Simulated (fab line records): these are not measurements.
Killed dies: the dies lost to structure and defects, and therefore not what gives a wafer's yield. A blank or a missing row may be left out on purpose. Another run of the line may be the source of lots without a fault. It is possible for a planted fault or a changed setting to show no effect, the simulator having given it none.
The tool behind it: which one? -- flow sky130 -- 6 lots, 18 wafers sampled, at 3 steps of a route of 708

## WHAT EACH GAUGE READ, for each wafer
SKY_VIA2_OVL_MEAS_13.
lot,measured,on,VIA2_OVL (nm)
L635,day 38 06:33,overlay-01,2 3 -5
L637,day 38 23:55,overlay-02,-6 -4 -4
L640,day 39 22:52,overlay-02,3 3 4
L648,day 42 20:22,overlay-01,3 -2 5
L651,day 43 01:17,overlay-02,7 -1 -1
L652,day 43 14:40,overlay-02,10 5 9

## EACH LOT AND THE TOOL THAT RAN IT (in order: tool; ch and the chambers of the sampled wafers; start)
lot,SKY_METAL2_SPUTTER_02,SKY_METAL2_STRIP_20
L635,"pvdSputter-03, day 36 00:26","plasmaAsher-04 ch 0,1, day 37 03:24"
L637,"pvdSputter-02, day 36 18:04","plasmaAsher-04 ch 0,1, day 37 21:17"
L640,"pvdSputter-04, day 37 17:29","plasmaAsher-02 ch 0,1, day 38 20:09"
L648,"pvdSputter-03, day 40 17:51","plasmaAsher-04 ch 1, day 41 19:08"
L651,"pvdSputter-02, day 41 00:04","plasmaAsher-02 ch 0,1, day 42 00:37"
L652,"pvdSputter-04, day 41 12:56","plasmaAsher-01 ch 0,1, day 42 13:28"
- SKY_METAL2_SPUTTER_02: material AlCu, target thk 250 nm, time 13.3 s.
- SKY_METAL2_STRIP_20: strips in O2/N2.

## THE ANSWER, worked out from the rows above alone
Rule: the usual values come from the lots themselves. The widest of any qualifying gaps counts: lots, ordered by their means at a reading, are off when they make up no more than a third of the lots, leave a main group of 4 or more, and stand apart from it by 3 or more times the standard deviation of that group's means. If all means in a main group match to the digits the tables above print for the reading, that group is not used. A lot without any number at a reading at which 4 lots or more have one is off too. All remaining lots with rows at the step are treated as sound.
No lot is off at any reading shown: from this, nothing can be told.

## WHAT THE SIMULATOR HAD PUT IN
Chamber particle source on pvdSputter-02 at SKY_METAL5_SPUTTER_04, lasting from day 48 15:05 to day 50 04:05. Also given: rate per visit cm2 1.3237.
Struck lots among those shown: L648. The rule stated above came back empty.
